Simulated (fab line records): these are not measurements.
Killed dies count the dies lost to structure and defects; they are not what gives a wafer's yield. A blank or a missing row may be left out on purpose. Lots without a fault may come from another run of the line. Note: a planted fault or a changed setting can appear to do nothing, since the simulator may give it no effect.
fab line records || flow sky130
record: {"lots": 14, "wafers": 42, "last-day": 50}
route steps=708 shown NWELL@33 LOCAL_INTERCONNECT@387 CONTACT@411
lots with no fault: from the same line, run without faults
start-h: hours from the record's opening day to when the first of the lot's shown wafers began || wait-h: how many hours have passed since the lot's step before this one || " the same as in the row above || L1.1+2: one row covering several wafers at once || - value missing, or start not given || * or withheld: withheld || < > ~ a bound
route shown NAME@n: names a module that has steps shown in the file, with the first one's number in the route || usual: mean and standard deviation over wafers with no fault || same: alike in all rows || chamber/n: place in a boat || sites: the reading at each site || _std_site: how widely they spread, as a standard deviation || _edge_site: outer sites' mean less inner sites' || radius-mm: for every site, how far away it sits from the centre of the wafer || mask NAME#n: copy n || behind: the tool/chamber that last shaped the wafer || hold: reason for holding the lot/hours on hold/outcome of the hold || device: the transistor (n, p or np) that didn't switch || end of line: tests run on the same wafers once the route is complete || a step with no rows: only its recipe || killed: not the wafer's yield, but the dies lost to structure and defects at the first sort || map: a wafer's dies, marking killed ones x, the rest . and places with no die _
set.NAME: setting as actually run; set.NAME@STEP: the setting as run at that earlier step || model.NAME: the simulator's own value behind a step, which no gauge read
one table for each step of the route and one row for each wafer, over a sample of lots
services: the hour from which a tool's chamber was out of use, counted from the record's first day as start-h (under 0 if before that day), plus the number of hours and why
== steps ==
step: SKY_NWELL_OXIDATION_01
recipe: {"temp-c": 900, "ambient": "O2", "stabilise-s": 600, "purge-s": 300, "target-thk-a": 100, "ox-time-s": 1418}
usual: {"ox-temp-c": "900.0/0.43", "ox-temp-c-max": "905.2/1.2"}
{"lot.wafer": "L537.2", "tool": "furnace-02", "chamber": 0, "start-h": 41.30, "wait-h": 1.1, "ox-temp-c": 900.3, "ox-temp-c-max": 905.1}
{"lot.wafer": "L537.3", "tool": "furnace-02", "chamber": 0, "start-h": 41.30, "wait-h": 1.1, "ox-temp-c": 900.5, "ox-temp-c-max": 905.5}
{"lot.wafer": "L537.6", "tool": "furnace-02", "chamber": 0, "start-h": 41.30, "wait-h": 1.1, "ox-temp-c": 900.2, "ox-temp-c-max": 906.7}
{"lot.wafer": "L538.1", "tool": "furnace-01", "chamber": 0, "start-h": 45.98, "wait-h": 0.6, "ox-temp-c": 899.6, "ox-temp-c-max": 904.0}
{"lot.wafer": "L538.2", "tool": "furnace-01", "chamber": 0, "start-h": 45.98, "wait-h": 0.6, "ox-temp-c": 899.8, "ox-temp-c-max": 905.3}
{"lot.wafer": "L538.5", "tool": "furnace-01", "chamber": 0, "start-h": 45.98, "wait-h": 0.6, "ox-temp-c": 900.1, "ox-temp-c-max": 904.8}
{"lot.wafer": "L539.2", "tool": "furnace-01", "chamber": 0, "start-h": 51.64, "wait-h": 1.2, "ox-temp-c": 899.9, "ox-temp-c-max": 903.5}
{"lot.wafer": "L539.3", "tool": "furnace-01", "chamber": 0, "start-h": 51.64, "wait-h": 1.2, "ox-temp-c": 901.3, "ox-temp-c-max": 906.6}
{"lot.wafer": "L539.6", "tool": "furnace-01", "chamber": 0, "start-h": 51.64, "wait-h": 1.2, "ox-temp-c": 900.2, "ox-temp-c-max": 904.3}
{"lot.wafer": "L541.3", "tool": "furnace-01", "chamber": 0, "start-h": 62.41, "wait-h": 0.5, "ox-temp-c": 899.9, "ox-temp-c-max": 904.0}
{"lot.wafer": "L541.4", "tool": "furnace-01", "chamber": 0, "start-h": 62.41, "wait-h": 0.5, "ox-temp-c": 899.4, "ox-temp-c-max": 903.9}
{"lot.wafer": "L541.6", "tool": "furnace-01", "chamber": 0, "start-h": 62.41, "wait-h": 0.5, "ox-temp-c": 899.4, "ox-temp-c-max": 905.5}
{"lot.wafer": "L542.3", "tool": "furnace-01", "chamber": 0, "start-h": 63.80, "wait-h": 0.5, "ox-temp-c": 899.6, "ox-temp-c-max": 904.6}
{"lot.wafer": "L542.4", "tool": "furnace-01", "chamber": 0, "start-h": 63.80, "wait-h": 0.5, "ox-temp-c": 900.3, "ox-temp-c-max": 904.9}
{"lot.wafer": "L542.6", "tool": "furnace-01", "chamber": 0, "start-h": 63.80, "wait-h": 0.5, "ox-temp-c": 900.5, "ox-temp-c-max": 904.7}
{"lot.wafer": "L543.3", "tool": "furnace-01", "chamber": 0, "start-h": 68.61, "wait-h": 0.0, "ox-temp-c": 900.4, "ox-temp-c-max": 904.6}
{"lot.wafer": "L543.5", "tool": "furnace-01", "chamber": 0, "start-h": 68.61, "wait-h": 0.0, "ox-temp-c": 899.7, "ox-temp-c-max": 905.3}
{"lot.wafer": "L543.6", "tool": "furnace-01", "chamber": 0, "start-h": 68.61, "wait-h": 0.0, "ox-temp-c": 900.1, "ox-temp-c-max": 906.8}
{"lot.wafer": "L545.2", "tool": "furnace-01", "chamber": 0, "start-h": 85.82, "wait-h": 1.7, "ox-temp-c": 900.5, "ox-temp-c-max": 905.0}
{"lot.wafer": "L545.4", "tool": "furnace-01", "chamber": 0, "start-h": 85.82, "wait-h": 1.7, "ox-temp-c": 900.7, "ox-temp-c-max": 905.2}
{"lot.wafer": "L545.5", "tool": "furnace-01", "chamber": 0, "start-h": 85.82, "wait-h": 1.7, "ox-temp-c": 900.1, "ox-temp-c-max": 904.7}
{"lot.wafer": "L547.1", "tool": "furnace-02", "chamber": 0, "start-h": 96.63, "wait-h": 1.4, "ox-temp-c": 899.6, "ox-temp-c-max": 906.3}
{"lot.wafer": "L547.3", "tool": "furnace-02", "chamber": 0, "start-h": 96.63, "wait-h": 1.4, "ox-temp-c": 900.6, "ox-temp-c-max": 905.7}
{"lot.wafer": "L547.4", "tool": "furnace-02", "chamber": 0, "start-h": 96.63, "wait-h": 1.4, "ox-temp-c": 900.7, "ox-temp-c-max": 906.6}
{"lot.wafer": "L548.1", "tool": "furnace-02", "chamber": 0, "start-h": 99.44, "wait-h": 0.0, "ox-temp-c": 900.3, "ox-temp-c-max": 905.4}
{"lot.wafer": "L548.3", "tool": "furnace-02", "chamber": 0, "start-h": 99.44, "wait-h": 0.0, "ox-temp-c": 900.6, "ox-temp-c-max": 907.3}
{"lot.wafer": "L548.6", "tool": "furnace-02", "chamber": 0, "start-h": 99.44, "wait-h": 0.0, "ox-temp-c": 899.6, "ox-temp-c-max": 904.9}
{"lot.wafer": "L551.1", "tool": "furnace-02", "chamber": 0, "start-h": 113.68, "wait-h": 0.1, "ox-temp-c": 899.8, "ox-temp-c-max": 905.4}
{"lot.wafer": "L551.2", "tool": "furnace-02", "chamber": 0, "start-h": 113.68, "wait-h": 0.1, "ox-temp-c": 900.7, "ox-temp-c-max": 907.8}
{"lot.wafer": "L551.6", "tool": "furnace-02", "chamber": 0, "start-h": 113.68, "wait-h": 0.1, "ox-temp-c": 900.1, "ox-temp-c-max": 905.4}
{"lot.wafer": "L553.2", "tool": "furnace-01", "chamber": 0, "start-h": 122.60, "wait-h": 1.1, "ox-temp-c": 900.2, "ox-temp-c-max": 905.4}
{"lot.wafer": "L553.5", "tool": "furnace-01", "chamber": 0, "start-h": 122.60, "wait-h": 1.1, "ox-temp-c": 899.8, "ox-temp-c-max": 904.6}
{"lot.wafer": "L553.6", "tool": "furnace-01", "chamber": 0, "start-h": 122.60, "wait-h": 1.1, "ox-temp-c": 899.9, "ox-temp-c-max": 904.7}
{"lot.wafer": "L557.4", "tool": "furnace-02", "chamber": "-", "start-h": 142.65, "wait-h": 0.0, "ox-temp-c": "-", "ox-temp-c-max": "-"}
{"lot.wafer": "L557.5", "tool": "furnace-02", "chamber": "-", "start-h": 142.65, "wait-h": 0.0, "ox-temp-c": "-", "ox-temp-c-max": "-"}
{"lot.wafer": "L557.6", "tool": "furnace-02", "chamber": "-", "start-h": 142.65, "wait-h": 0.0, "ox-temp-c": "-", "ox-temp-c-max": "-"}
{"lot.wafer": "L558.2", "tool": "furnace-01", "chamber": "-", "start-h": 153.02, "wait-h": 0.8, "ox-temp-c": "-", "ox-temp-c-max": "-"}
{"lot.wafer": "L558.4", "tool": "furnace-01", "chamber": "-", "start-h": 153.02, "wait-h": 0.8, "ox-temp-c": "-", "ox-temp-c-max": "-"}
{"lot.wafer": "L558.6", "tool": "furnace-01", "chamber": "-", "start-h": 153.02, "wait-h": 0.8, "ox-temp-c": "-", "ox-temp-c-max": "-"}
{"lot.wafer": "L559.2", "tool": "furnace-02", "chamber": 0, "start-h": 159.21, "wait-h": 2.3, "ox-temp-c": 899.4, "ox-temp-c-max": 904.8}
{"lot.wafer": "L559.4", "tool": "furnace-02", "chamber": 0, "start-h": 159.21, "wait-h": 2.3, "ox-temp-c": 900.5, "ox-temp-c-max": 907.0}
{"lot.wafer": "L559.5", "tool": "furnace-02", "chamber": 0, "start-h": 159.21, "wait-h": 2.3, "ox-temp-c": 900.4, "ox-temp-c-max": 906.4}
step: SKY_LOCAL_INTERCONNECT_SPUTTER_00
recipe: {"material": "TiN", "target-thk-nm": 100, "temp-c": 300, "power-w": 6500, "time-s": 83.3, "chamber-pressure-pa": 0.4}
usual: {"throttle-valve-pct": "30.0/0.95"}
{"lot.wafer": "L537.2", "tool": "pvd-sputter-03", "chamber": "-", "start-h": 684.48, "wait-h": 0.1, "throttle-valve-pct": 30.6}
{"lot.wafer": "L537.3", "tool": "pvd-sputter-03", "chamber": "-", "start-h": 684.48, "wait-h": 0.1, "throttle-valve-pct": 28.9}
{"lot.wafer": "L537.6", "tool": "pvd-sputter-03", "chamber": "-", "start-h": 684.48, "wait-h": 0.1, "throttle-valve-pct": 28.9}
{"lot.wafer": "L538.1", "tool": "pvd-sputter-03", "chamber": "-", "start-h": 696.04, "wait-h": 0.2, "throttle-valve-pct": 29.2}
{"lot.wafer": "L538.2", "tool": "pvd-sputter-03", "chamber": "-", "start-h": 696.04, "wait-h": 0.2, "throttle-valve-pct": 30.4}
{"lot.wafer": "L538.5", "tool": "pvd-sputter-03", "chamber": "-", "start-h": 696.04, "wait-h": 0.2, "throttle-valve-pct": 29.4}
{"lot.wafer": "L539.2", "tool": "pvd-sputter-02", "chamber": "-", "start-h": 700.75, "wait-h": 0.1, "throttle-valve-pct": 28.5}
{"lot.wafer": "L539.3", "tool": "pvd-sputter-02", "chamber": "-", "start-h": 700.75, "wait-h": 0.1, "throttle-valve-pct": 30.8}
{"lot.wafer": "L539.6", "tool": "pvd-sputter-02", "chamber": "-", "start-h": 700.75, "wait-h": 0.1, "throttle-valve-pct": 30.9}
{"lot.wafer": "L542.3", "tool": "pvd-sputter-03", "chamber": "-", "start-h": 720.35, "wait-h": 0.2, "throttle-valve-pct": 29.0}
{"lot.wafer": "L542.4", "tool": "pvd-sputter-03", "chamber": "-", "start-h": 720.35, "wait-h": 0.2, "throttle-valve-pct": 31.2}
{"lot.wafer": "L542.6", "tool": "pvd-sputter-03", "chamber": "-", "start-h": 720.35, "wait-h": 0.2, "throttle-valve-pct": 28.8}
{"lot.wafer": "L541.3", "tool": "pvd-sputter-02", "chamber": "-", "start-h": 722.77, "wait-h": 0.2, "throttle-valve-pct": 31.0}
{"lot.wafer": "L541.4", "tool": "pvd-sputter-02", "chamber": "-", "start-h": 722.77, "wait-h": 0.2, "throttle-valve-pct": 30.6}
{"lot.wafer": "L541.6", "tool": "pvd-sputter-02", "chamber": "-", "start-h": 722.77, "wait-h": 0.2, "throttle-valve-pct": 30.5}
{"lot.wafer": "L543.3", "tool": "pvd-sputter-02", "chamber": "-", "start-h": 732.71, "wait-h": 0.2, "throttle-valve-pct": 30.2}
{"lot.wafer": "L543.5", "tool": "pvd-sputter-02", "chamber": "-", "start-h": 732.71, "wait-h": 0.2, "throttle-valve-pct": 30.2}
{"lot.wafer": "L543.6", "tool": "pvd-sputter-02", "chamber": "-", "start-h": 732.71, "wait-h": 0.2, "throttle-valve-pct": 30.0}
{"lot.wafer": "L545.2", "tool": "pvd-sputter-03", "chamber": "-", "start-h": 756.71, "wait-h": 0.1, "throttle-valve-pct": 30.4}
{"lot.wafer": "L545.4", "tool": "pvd-sputter-03", "chamber": "-", "start-h": 756.71, "wait-h": 0.1, "throttle-valve-pct": 29.1}
{"lot.wafer": "L545.5", "tool": "pvd-sputter-03", "chamber": "-", "start-h": 756.71, "wait-h": 0.1, "throttle-valve-pct": 29.1}
{"lot.wafer": "L547.1", "tool": "pvd-sputter-01", "chamber": "-", "start-h": 772.83, "wait-h": 0.1, "throttle-valve-pct": 29.7}
{"lot.wafer": "L547.3", "tool": "pvd-sputter-01", "chamber": "-", "start-h": 772.83, "wait-h": 0.1, "throttle-valve-pct": 30.5}
{"lot.wafer": "L547.4", "tool": "pvd-sputter-01", "chamber": "-", "start-h": 772.83, "wait-h": 0.1, "throttle-valve-pct": 30.8}
{"lot.wafer": "L548.1", "tool": "pvd-sputter-01", "chamber": "-", "start-h": 774.54, "wait-h": 0.1, "throttle-valve-pct": 31.5}
{"lot.wafer": "L548.3", "tool": "pvd-sputter-01", "chamber": "-", "start-h": 774.54, "wait-h": 0.1, "throttle-valve-pct": 31.1}
{"lot.wafer": "L548.6", "tool": "pvd-sputter-01", "chamber": "-", "start-h": 774.54, "wait-h": 0.1, "throttle-valve-pct": 31.3}
{"lot.wafer": "L551.1", "tool": "pvd-sputter-02", "chamber": "-", "start-h": 798.44, "wait-h": 0.2, "throttle-valve-pct": 28.5}
{"lot.wafer": "L551.2", "tool": "pvd-sputter-02", "chamber": "-", "start-h": 798.44, "wait-h": 0.2, "throttle-valve-pct": 30.5}
{"lot.wafer": "L551.6", "tool": "pvd-sputter-02", "chamber": "-", "start-h": 798.44, "wait-h": 0.2, "throttle-valve-pct": 30.9}
{"lot.wafer": "L553.2", "tool": "pvd-sputter-01", "chamber": "-", "start-h": 808.24, "wait-h": 0.2, "throttle-valve-pct": 30.4}
{"lot.wafer": "L553.5", "tool": "pvd-sputter-01", "chamber": "-", "start-h": 808.24, "wait-h": 0.2, "throttle-valve-pct": 30.1}
{"lot.wafer": "L553.6", "tool": "pvd-sputter-01", "chamber": "-", "start-h": 808.24, "wait-h": 0.2, "throttle-valve-pct": 31.4}
{"lot.wafer": "L559.2", "tool": "pvd-sputter-02", "chamber": "-", "start-h": 852.08, "wait-h": 0.2, "throttle-valve-pct": 28.2}
{"lot.wafer": "L559.4", "tool": "pvd-sputter-02", "chamber": "-", "start-h": 852.08, "wait-h": 0.2, "throttle-valve-pct": 30.3}
{"lot.wafer": "L559.5", "tool": "pvd-sputter-02", "chamber": "-", "start-h": 852.08, "wait-h": 0.2, "throttle-valve-pct": 28.5}
step: SKY_CONTACT_BOW_MEAS_05
recipe: {"mode": "bow"}
usual: {"CONTACT_BOW": "82/6.5"}
{"lot.wafer": "L537.2", "tool": "film-metro-01", "chamber": "-", "start-h": 713.88, "wait-h": 0.3, "CONTACT_BOW[um]": 65}
{"lot.wafer": "L537.3", "tool": "film-metro-01", "chamber": "-", "start-h": 713.88, "wait-h": 0.3, "CONTACT_BOW[um]": 90}
{"lot.wafer": "L537.6", "tool": "film-metro-01", "chamber": "-", "start-h": 713.88, "wait-h": 0.3, "CONTACT_BOW[um]": 81}
{"lot.wafer": "L538.1", "tool": "film-metro-03", "chamber": "-", "start-h": 725.20, "wait-h": 0.1, "CONTACT_BOW[um]": 86}
{"lot.wafer": "L538.2", "tool": "film-metro-03", "chamber": "-", "start-h": 725.20, "wait-h": 0.1, "CONTACT_BOW[um]": 88}
{"lot.wafer": "L538.5", "tool": "film-metro-03", "chamber": "-", "start-h": 725.20, "wait-h": 0.1, "CONTACT_BOW[um]": 80}
{"lot.wafer": "L539.2", "tool": "film-metro-03", "chamber": "-", "start-h": 730.04, "wait-h": 0.2, "CONTACT_BOW[um]": 81}
{"lot.wafer": "L539.3", "tool": "film-metro-03", "chamber": "-", "start-h": 730.04, "wait-h": 0.2, "CONTACT_BOW[um]": 87}
{"lot.wafer": "L539.6", "tool": "film-metro-03", "chamber": "-", "start-h": 730.04, "wait-h": 0.2, "CONTACT_BOW[um]": 84}
{"lot.wafer": "L542.3", "tool": "film-metro-01", "chamber": "-", "start-h": 749.86, "wait-h": 0.3, "CONTACT_BOW[um]": 88}
{"lot.wafer": "L542.4", "tool": "film-metro-01", "chamber": "-", "start-h": 749.86, "wait-h": 0.3, "CONTACT_BOW[um]": 79}
{"lot.wafer": "L542.6", "tool": "film-metro-01", "chamber": "-", "start-h": 749.86, "wait-h": 0.3, "CONTACT_BOW[um]": 84}
{"lot.wafer": "L541.3", "tool": "film-metro-01", "chamber": "-", "start-h": 752.76, "wait-h": 0.1, "CONTACT_BOW[um]": 79}
{"lot.wafer": "L541.4", "tool": "film-metro-01", "chamber": "-", "start-h": 752.76, "wait-h": 0.1, "CONTACT_BOW[um]": 83}
{"lot.wafer": "L541.6", "tool": "film-metro-01", "chamber": "-", "start-h": 752.76, "wait-h": 0.1, "CONTACT_BOW[um]": 82}
{"lot.wafer": "L543.3", "tool": "film-metro-02", "chamber": "-", "start-h": 761.34, "wait-h": 0.2, "CONTACT_BOW[um]": 85}
{"lot.wafer": "L543.5", "tool": "film-metro-02", "chamber": "-", "start-h": 761.34, "wait-h": 0.2, "CONTACT_BOW[um]": 84}
{"lot.wafer": "L543.6", "tool": "film-metro-02", "chamber": "-", "start-h": 761.34, "wait-h": 0.2, "CONTACT_BOW[um]": 90}
{"lot.wafer": "L545.2", "tool": "film-metro-03", "chamber": "-", "start-h": 784.92, "wait-h": 0.2, "CONTACT_BOW[um]": 81}
{"lot.wafer": "L545.4", "tool": "film-metro-03", "chamber": "-", "start-h": 784.92, "wait-h": 0.2, "CONTACT_BOW[um]": 83}
{"lot.wafer": "L545.5", "tool": "film-metro-03", "chamber": "-", "start-h": 784.92, "wait-h": 0.2, "CONTACT_BOW[um]": 89}
{"lot.wafer": "L547.1", "tool": "film-metro-02", "chamber": "-", "start-h": 801.09, "wait-h": 0.2, "CONTACT_BOW[um]": 84}
{"lot.wafer": "L547.3", "tool": "film-metro-02", "chamber": "-", "start-h": 801.09, "wait-h": 0.2, "CONTACT_BOW[um]": 85}
{"lot.wafer": "L547.4", "tool": "film-metro-02", "chamber": "-", "start-h": 801.09, "wait-h": 0.2, "CONTACT_BOW[um]": 72}
{"lot.wafer": "L548.1", "tool": "film-metro-01", "chamber": "-", "start-h": 802.96, "wait-h": 0.1, "CONTACT_BOW[um]": 87}
{"lot.wafer": "L548.3", "tool": "film-metro-01", "chamber": "-", "start-h": 802.96, "wait-h": 0.1, "CONTACT_BOW[um]": 77}
{"lot.wafer": "L548.6", "tool": "film-metro-01", "chamber": "-", "start-h": 802.96, "wait-h": 0.1, "CONTACT_BOW[um]": 80}
{"lot.wafer": "L551.1", "tool": "film-metro-02", "chamber": "-", "start-h": 825.66, "wait-h": 0.1, "CONTACT_BOW[um]": 77}
{"lot.wafer": "L551.2", "tool": "film-metro-02", "chamber": "-", "start-h": 825.66, "wait-h": 0.1, "CONTACT_BOW[um]": 89}
{"lot.wafer": "L551.6", "tool": "film-metro-02", "chamber": "-", "start-h": 825.66, "wait-h": 0.1, "CONTACT_BOW[um]": 83}
{"lot.wafer": "L553.2", "tool": "film-metro-02", "chamber": "-", "start-h": 835.83, "wait-h": 0.3, "CONTACT_BOW[um]": 84}
{"lot.wafer": "L553.5", "tool": "film-metro-02", "chamber": "-", "start-h": 835.83, "wait-h": 0.3, "CONTACT_BOW[um]": 89}
{"lot.wafer": "L553.6", "tool": "film-metro-02", "chamber": "-", "start-h": 835.83, "wait-h": 0.3, "CONTACT_BOW[um]": 88}
{"lot.wafer": "L559.2", "tool": "film-metro-01", "chamber": "-", "start-h": 879.38, "wait-h": 0.3, "CONTACT_BOW[um]": 94}
{"lot.wafer": "L559.4", "tool": "film-metro-01", "chamber": "-", "start-h": 879.38, "wait-h": 0.3, "CONTACT_BOW[um]": 76}
{"lot.wafer": "L559.5", "tool": "film-metro-01", "chamber": "-", "start-h": 879.38, "wait-h": 0.3, "CONTACT_BOW[um]": 82}
step: SKY_CONTACT_ETCH_17
recipe: {"target": "SiO2", "chemistry": "C4F8/O2/Ar", "stop-on": "Si3N4", "mask-material": "KrF-thick", "source-w": 1500, "bias-w": 1200, "pressure-mtorr": 40, "c4f8-flow-sccm": "withheld", "O2_flow_sccm": 6, "Ar_flow_sccm": 300, "time-s": "withheld", "target-depth-a": 3400}
usual: {"oes-product-au": "0.891/0.0046"}
{"lot.wafer": "L537.2", "tool": "rie-diel-01", "chamber": 0, "start-h": 742.12, "wait-h": 0.0, "oes-product-au": 0.890}
{"lot.wafer": "L537.3", "tool": "rie-diel-01", "chamber": 2, "start-h": 742.12, "wait-h": 0.0, "oes-product-au": 0.891}
{"lot.wafer": "L537.6", "tool": "rie-diel-01", "chamber": 3, "start-h": 742.12, "wait-h": 0.0, "oes-product-au": 0.886}
{"lot.wafer": "L538.1", "tool": "rie-diel-01", "chamber": 3, "start-h": 752.88, "wait-h": 0.0, "oes-product-au": 0.890}
{"lot.wafer": "L538.2", "tool": "rie-diel-01", "chamber": 2, "start-h": 752.88, "wait-h": 0.0, "oes-product-au": 0.894}
{"lot.wafer": "L538.5", "tool": "rie-diel-01", "chamber": 0, "start-h": 752.88, "wait-h": 0.0, "oes-product-au": 0.887}
{"lot.wafer": "L539.2", "tool": "rie-diel-02", "chamber": 3, "start-h": 757.82, "wait-h": 0.0, "oes-product-au": 0.895}
{"lot.wafer": "L539.3", "tool": "rie-diel-02", "chamber": 1, "start-h": 757.82, "wait-h": 0.0, "oes-product-au": 0.881}
{"lot.wafer": "L539.6", "tool": "rie-diel-02", "chamber": 3, "start-h": 757.82, "wait-h": 0.0, "oes-product-au": 0.890}
{"lot.wafer": "L542.3", "tool": "rie-diel-04", "chamber": 2, "start-h": 777.42, "wait-h": 0.0, "oes-product-au": 0.888}
{"lot.wafer": "L542.4", "tool": "rie-diel-04", "chamber": 1, "start-h": 777.42, "wait-h": 0.0, "oes-product-au": 0.898}
{"lot.wafer": "L542.6", "tool": "rie-diel-04", "chamber": 3, "start-h": 777.42, "wait-h": 0.0, "oes-product-au": 0.902}
{"lot.wafer": "L541.3", "tool": "rie-diel-01", "chamber": 2, "start-h": 780.62, "wait-h": 0.0, "oes-product-au": 0.893}
{"lot.wafer": "L541.4", "tool": "rie-diel-01", "chamber": 0, "start-h": 780.62, "wait-h": 0.0, "oes-product-au": 0.887}
{"lot.wafer": "L541.6", "tool": "rie-diel-01", "chamber": 3, "start-h": 780.62, "wait-h": 0.0, "oes-product-au": 0.885}
{"lot.wafer": "L543.3", "tool": "rie-diel-02", "chamber": 1, "start-h": 789.37, "wait-h": 0.0, "oes-product-au": 0.886}
{"lot.wafer": "L543.5", "tool": "rie-diel-02", "chamber": 1, "start-h": 789.37, "wait-h": 0.0, "oes-product-au": 0.882}
{"lot.wafer": "L543.6", "tool": "rie-diel-02", "chamber": 0, "start-h": 789.37, "wait-h": 0.0, "oes-product-au": 0.897}
{"lot.wafer": "L545.2", "tool": "rie-diel-01", "chamber": 1, "start-h": 811.67, "wait-h": 0.0, "oes-product-au": 0.887}
{"lot.wafer": "L545.4", "tool": "rie-diel-01", "chamber": 2, "start-h": 811.67, "wait-h": 0.0, "oes-product-au": 0.883}
{"lot.wafer": "L545.5", "tool": "rie-diel-01", "chamber": 3, "start-h": 811.67, "wait-h": 0.0, "oes-product-au": 0.892}
{"lot.wafer": "L547.1", "tool": "rie-diel-02", "chamber": 1, "start-h": 827.47, "wait-h": 0.0, "oes-product-au": 0.889}
{"lot.wafer": "L547.3", "tool": "rie-diel-02", "chamber": 2, "start-h": 827.47, "wait-h": 0.0, "oes-product-au": 0.893}
{"lot.wafer": "L547.4", "tool": "rie-diel-02", "chamber": 0, "start-h": 827.47, "wait-h": 0.0, "oes-product-au": 0.891}
{"lot.wafer": "L548.1", "tool": "rie-diel-01", "chamber": 2, "start-h": 829.98, "wait-h": 0.0, "oes-product-au": 0.894}
{"lot.wafer": "L548.3", "tool": "rie-diel-01", "chamber": 3, "start-h": 829.98, "wait-h": 0.0, "oes-product-au": 0.897}
{"lot.wafer": "L548.6", "tool": "rie-diel-01", "chamber": 2, "start-h": 829.98, "wait-h": 0.0, "oes-product-au": 0.897}
{"lot.wafer": "L551.1", "tool": "rie-diel-01", "chamber": 3, "start-h": 851.63, "wait-h": 0.0, "oes-product-au": 0.894}
{"lot.wafer": "L551.2", "tool": "rie-diel-01", "chamber": 1, "start-h": 851.63, "wait-h": 0.0, "oes-product-au": 0.892}
{"lot.wafer": "L551.6", "tool": "rie-diel-01", "chamber": 1, "start-h": 851.63, "wait-h": 0.0, "oes-product-au": 0.894}
{"lot.wafer": "L553.2", "tool": "rie-diel-01", "chamber": 2, "start-h": 862.38, "wait-h": 0.0, "oes-product-au": 0.891}
{"lot.wafer": "L553.5", "tool": "rie-diel-01", "chamber": 1, "start-h": 862.38, "wait-h": 0.0, "oes-product-au": 0.887}
{"lot.wafer": "L553.6", "tool": "rie-diel-01", "chamber": 0, "start-h": 862.38, "wait-h": 0.0, "oes-product-au": 0.891}
{"lot.wafer": "L559.2", "tool": "rie-diel-04", "chamber": 0, "start-h": 904.18, "wait-h": 0.0, "oes-product-au": 0.891}
{"lot.wafer": "L559.4", "tool": "rie-diel-04", "chamber": 3, "start-h": 904.18, "wait-h": 0.0, "oes-product-au": 0.894}
{"lot.wafer": "L559.5", "tool": "rie-diel-04", "chamber": 2, "start-h": 904.18, "wait-h": 0.0, "oes-product-au": 0.892}
== services ==
{"tool": "rie-diel-01", "chamber": "-", "start-h": 139.89, "hours": 0.3, "kind": "repair"}
{"tool": "furnace-01", "chamber": "-", "start-h": 144.97, "hours": 3.8, "kind": "pm"}
{"tool": "furnace-01", "chamber": "-", "start-h": 157.43, "hours": 4.1, "kind": "pm"}
{"tool": "rie-diel-01", "chamber": 3, "start-h": 180.54, "hours": 10.0, "kind": "repair"}
{"tool": "rie-diel-01", "chamber": "-", "start-h": 202.95, "hours": 0.8, "kind": "repair"}
{"tool": "furnace-01", "chamber": "-", "start-h": 233.26, "hours": 3.0, "kind": "pm"}
{"tool": "rie-diel-01", "chamber": 0, "start-h": 249.94, "hours": 2.2, "kind": "repair"}
{"tool": "furnace-01", "chamber": "-", "start-h": 255.10, "hours": 13.6, "kind": "pm"}
{"tool": "furnace-01", "chamber": "-", "start-h": 285.09, "hours": 28.3, "kind": "pm"}
{"tool": "furnace-01", "chamber": "-", "start-h": 313.37, "hours": 4.5, "kind": "pm"}
{"tool": "rie-diel-01", "chamber": 2, "start-h": 323.46, "hours": 8.6, "kind": "repair"}
{"tool": "rie-diel-01", "chamber": 3, "start-h": 393.98, "hours": 3.1, "kind": "repair"}
{"tool": "rie-diel-01", "chamber": 3, "start-h": 412.64, "hours": 2.4, "kind": "repair"}
{"tool": "rie-diel-01", "chamber": 1, "start-h": 458.08, "hours": 7.6, "kind": "repair"}
{"tool": "rie-diel-01", "chamber": "-", "start-h": 466.31, "hours": 31.5, "kind": "repair"}
{"tool": "furnace-01", "chamber": "-", "start-h": 480.58, "hours": 3.4, "kind": "pm"}
{"tool": "furnace-01", "chamber": "-", "start-h": 514.44, "hours": 4.0, "kind": "pm"}
{"tool": "furnace-01", "chamber": "-", "start-h": 649.73, "hours": 3.3, "kind": "pm"}
{"tool": "furnace-01", "chamber": "-", "start-h": 654.04, "hours": 8.4, "kind": "repair"}
{"tool": "furnace-01", "chamber": "-", "start-h": 796.06, "hours": 11.2, "kind": "repair"}
{"tool": "furnace-01", "chamber": "-", "start-h": 807.30, "hours": 3.3, "kind": "pm"}
{"tool": "furnace-01", "chamber": "-", "start-h": 816.55, "hours": 3.1, "kind": "pm"}
{"tool": "furnace-01", "chamber": "-", "start-h": 820.79, "hours": 3.9, "kind": "repair"}
{"tool": "furnace-01", "chamber": "-", "start-h": 876.35, "hours": 2.1, "kind": "pm"}
== key ==
first-sign: {"step": "SKY_NWELL_OXIDATION_01", "reading": "tool-record", "direction": "missing"}
effect none on later readings
met-at SKY_NWELL_OXIDATION_01
struck-lots L557,L558
later-rows-left-out L557.4,L557.5,L557.6,L558.2,L558.4,L558.6
sort-left-out L557.4,L557.5,L557.6,L558.2,L558.4,L558.6
tester-left-out L557,L558
not-acting-at SKY_LOCAL_INTERCONNECT_SPUTTER_00,SKY_CONTACT_BOW_MEAS_05,SKY_CONTACT_ETCH_17
onset-between 122.60 142.65
fault: {"kind": "skipped-step-whole", "tool": "furnace-01,furnace-02", "chamber": "-", "onset-h": 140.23, "steps": "SKY_NWELL_OXIDATION_01", "scope": "struck-lots-only"}
tester-left-out: of these lots the tester's yield and bins aren't shown, on N5 and GAA mostly nor the transistor test; their killed dies are dies lost to structure and defects alone, not to doping, threshold or leakage, so they don't give the yield
sort-left-out: the simulated sort isn't trusted on such a fault, so these wafers' sort isn't shown, and their yield isn't known
later-rows-left-out: the simulator's readings of these wafers behind a module that went badly wrong aren't trusted and aren't shown, but for the sort
